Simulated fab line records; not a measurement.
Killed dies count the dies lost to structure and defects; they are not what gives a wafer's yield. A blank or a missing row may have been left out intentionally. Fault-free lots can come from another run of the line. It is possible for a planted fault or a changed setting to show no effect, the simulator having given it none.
Matching of chambers :: flow gf180mcu :: 4 sister chambers for GF_V3_ETCH_16 on rie_diel-03
The step etches BARC in N2/H2. 8 wafers are shown with their chamber, then 7 later ones without.

## WAFERS, EACH WITH ITS CHAMBER
wafer: L911.6
chamber: 1
drypump_motor_current_A (A): 4.8
oes_product_au (a.u.): 0.860

wafer: L912.2
chamber: 2
drypump_motor_current_A (A): 6.2
oes_product_au (a.u.): 0.853

wafer: L912.4
chamber: 0
drypump_motor_current_A (A): 5.4
oes_product_au (a.u.): 0.854

wafer: L912.6
chamber: 2
drypump_motor_current_A (A): 6.2
oes_product_au (a.u.): 0.863

wafer: L913.5
chamber: 3
drypump_motor_current_A (A): 6.4
oes_product_au (a.u.): 0.855

wafer: L913.6
chamber: 1
drypump_motor_current_A (A): 4.8
oes_product_au (a.u.): 0.851

wafer: L918.1
chamber: 0
drypump_motor_current_A (A): 5.3
oes_product_au (a.u.): 0.862

wafer: L918.2
chamber: 3
drypump_motor_current_A (A): 6.4
oes_product_au (a.u.): 0.856

## WAFERS WHOSE CHAMBER IS MISSING
wafer: L918.4
drypump_motor_current_A (A): 6.2
oes_product_au (a.u.): 0.855

wafer: L922.1
drypump_motor_current_A (A): 6.4
oes_product_au (a.u.): 0.855

wafer: L922.3
drypump_motor_current_A (A): 5.3
oes_product_au (a.u.): 0.851

wafer: L922.5
drypump_motor_current_A (A): 4.8
oes_product_au (a.u.): 0.862

wafer: L926.1
drypump_motor_current_A (A): 5.4
oes_product_au (a.u.): 0.859

wafer: L926.5
drypump_motor_current_A (A): 6.2
oes_product_au (a.u.): 0.853

wafer: L926.6
drypump_motor_current_A (A): 6.4
oes_product_au (a.u.): 0.854

## EACH ONE'S CHAMBER
wafer: L918.4
from the rows above: 2
in truth: 2

wafer: L922.1
from the rows above: 3
in truth: 3

wafer: L922.3
from the rows above: 0
in truth: 0

wafer: L922.5
from the rows above: 1
in truth: 1

wafer: L926.1
from the rows above: 0
in truth: 0

wafer: L926.5
from the rows above: 2
in truth: 2

wafer: L926.6
from the rows above: 3
in truth: 3
7 of 7 placed correctly. Not placeable from these rows: 0. Number placed wrongly: 0.
How it was worked out, from the rows above alone: a wafer's distance from a chamber is the root of the sum, over the readings, of the square of ((its reading less the chamber's mean) divided by the reading's scatter). If the next closest chamber is less than 2 further off than the closest, the wafer can't be placed; otherwise it belongs to the closest. The mean given for a chamber averages the wafers shown for that chamber. The scatter is the square root of a quotient: the sum, over the shown wafers, of each reading's squared deviation from its chamber's mean, divided by wafers minus chambers.
